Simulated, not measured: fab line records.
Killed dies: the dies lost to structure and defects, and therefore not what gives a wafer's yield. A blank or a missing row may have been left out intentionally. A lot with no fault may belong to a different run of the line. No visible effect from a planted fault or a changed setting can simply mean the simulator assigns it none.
One fault seen from 2 desks :: flow gf180mcu :: each desk holds nothing but its own numbers, with what lay behind them at the end

== AT THE METROLOGY DESK ==
What the gauges read for every lot (on any tool): the sampled wafers with a number, averaged. Marked OUT: a lot whose mean sits more than 4 standard deviations from the usual mean, which makes it out of limits; the brackets give that distance.
Columns: A = M4_ALCU_RS at GF_M4_RS_MEAS_05, usual 0.0694 ohm/sq; B = V4_W_RS at GF_V4_RS_MEAS_24, usual 0.3260 ohm/sq
lot: L604
first seen here: day 22 20:53
A: 0.0698
B: 0.3308

lot: L605
first seen here: day 23 03:49
A: 0.0693
B: 0.3252

lot: L606
first seen here: day 23 12:27
A: 0.0691
B: 0.3271

lot: L607
first seen here: day 23 18:28
A: 0.0691
B: 0.3230

lot: L608
first seen here: day 23 21:24
A: 0.0691
B: 0.3230

lot: L609
first seen here: day 24 09:33
A: 0.0694
B: 0.3241

lot: L610
first seen here: day 24 16:46
A: 0.0691
B: 0.3247

lot: L611
first seen here: day 25 01:54
A: 0.0704
B: 0.3279

lot: L612
first seen here: day 25 15:57
A: 0.0694
B: 0.3220

lot: L613
first seen here: day 25 22:28
A: 0.0694
B: 0.3228

lot: L614
first seen here: day 26 05:20
A: 0.0697
B: 0.3255

lot: L617
first seen here: day 27 01:17
A: 0.0694
B: 0.3275

lot: L621
first seen here: day 28 07:03
A: 0.0695
B: 0.3249
This desk found nothing out of limits on any of the 13 lots.

== FOR THE TOOL OWNER'S DESK: cmp-02 ==
The tool's own readings at GF_CONTACT_CMP_27 (polishes, stops on SiO2, t overpolish 15 s, target thk 0 nm): means of the sampled wafers that have a number, for each lot that ran on this tool. Marked OUT: a lot whose mean sits more than 4 standard deviations from the usual mean, which makes it out of limits; the brackets give that distance.
Columns: A = edge zone pressure frac at GF_CONTACT_CMP_27, usual 1.000; B = head pressure psi at GF_CONTACT_CMP_27, usual 3.500 psi; C = motor current A at GF_CONTACT_CMP_27, usual 11.3 A; D = overpolish run s at GF_CONTACT_CMP_27, usual 15.001 s; E = slurry flow ml min at GF_CONTACT_CMP_27, usual 150.0; F = time to endpoint s at GF_CONTACT_CMP_27, usual 72.6 s
lot: L605
first seen here: day 16 18:03
A: 1.005
B: 3.500
C: 11.7
D: 14.994
E: 150.2
F: 70.3

lot: L610
first seen here: day 18 10:34
A: 1.003
B: 3.498
C: 11.1
D: 15.005
E: 150.3
F: 75.6

lot: L613
first seen here: day 19 19:26
A: 1.002
B: 3.496
C: 10.8
D: 14.998
E: 149.6
F: 74.6

lot: L614
first seen here: day 20 03:34
A: 1.000
B: 3.496
C: 10.5
D: 14.995
E: 150.0
F: 76.1

lot: L617
first seen here: day 21 01:57
A: 1.002
B: 3.178 (-44) OUT
C: 9.4
D: 15.000
E: 150.2
F: 79.8

lot: L621
first seen here: day 22 13:37
A: 1.001
B: 3.182 (-43) OUT
C: 10.3
D: 15.010
E: 150.5
F: 75.8
This desk finds L617, L621 out of limits, L617 being first, at day 21 01:57 (head pressure psi at GF_CONTACT_CMP_27). L605, L610, L613, L614: within limits.

== TAKEN TOGETHER ==
An alarm could have come from the tool owner's desk at day 21 01:57, on L617, L621.
At the metrology desk, nothing out of limits was observed.
The metrology desk holds a record of L617, L621, inside its limits.
Of the lots named, all ran GF_CONTACT_CMP_27 on cmp-02.

== WHAT THE SIMULATOR HAD INSERTED ==
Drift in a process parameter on cmp-02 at GF_CONTACT_CMP_27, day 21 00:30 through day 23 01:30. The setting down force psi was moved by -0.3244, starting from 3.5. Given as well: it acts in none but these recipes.
Lots struck among those shown: L617, L621.
How many hours passed from the start of the fault until each desk's first out-of-limits reading: the tool owner's desk, 1.
